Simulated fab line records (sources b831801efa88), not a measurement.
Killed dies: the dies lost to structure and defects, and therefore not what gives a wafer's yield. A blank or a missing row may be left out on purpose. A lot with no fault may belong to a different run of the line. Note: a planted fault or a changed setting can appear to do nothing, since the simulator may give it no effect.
Matching of chambers    flow sky130    3 sister chambers for SKY_PASSIVATION_CVD_00 on pecvd-02
The step deposits SiO2, target thk 90 nm. 6 wafers are shown with their chamber, then 7 later ones without.

WAFERS WITH THEIR CHAMBER
wafer   chamber  heater power w (W)
L083.4  2        551
L086.1  1        790
L086.3  2        648
L086.5  0        583
L088.2  1        760
L088.3  0        588

WAFERS WITHOUT THEIR CHAMBER
wafer   heater power w (W)
L088.5  760
L095.1  703
L095.2  632
L095.3  768
L096.2  609
L096.3  735
L096.4  615

WHICH CHAMBER EACH WENT THROUGH
wafer   from the rows above           in truth
L088.5  1                             1
L095.1  can't be placed: 1 or 2 or 0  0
L095.2  can't be placed: 2 or 0       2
L095.3  1                             1
L096.2  can't be placed: 2 or 0       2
L096.3  1                             1
L096.4  can't be placed: 2 or 0       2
Correct placement for 3 of the 7. Unplaceable from these rows: 4, with the true chamber sitting among the candidates in 4. Number placed wrongly: 0.
How it was worked out, from the rows above alone: a wafer's distance from a chamber is the root of the sum, over the readings, of the square of ((its reading less the chamber's mean) divided by the reading's scatter). If the next closest chamber is less than 2 further off than the closest, the wafer can't be placed; otherwise it belongs to the closest. Each chamber's mean is taken over the wafers shown for it. The scatter: the root of (the sum of the squares of (reading less its chamber's mean) over the shown wafers, divided by (wafers less chambers)).
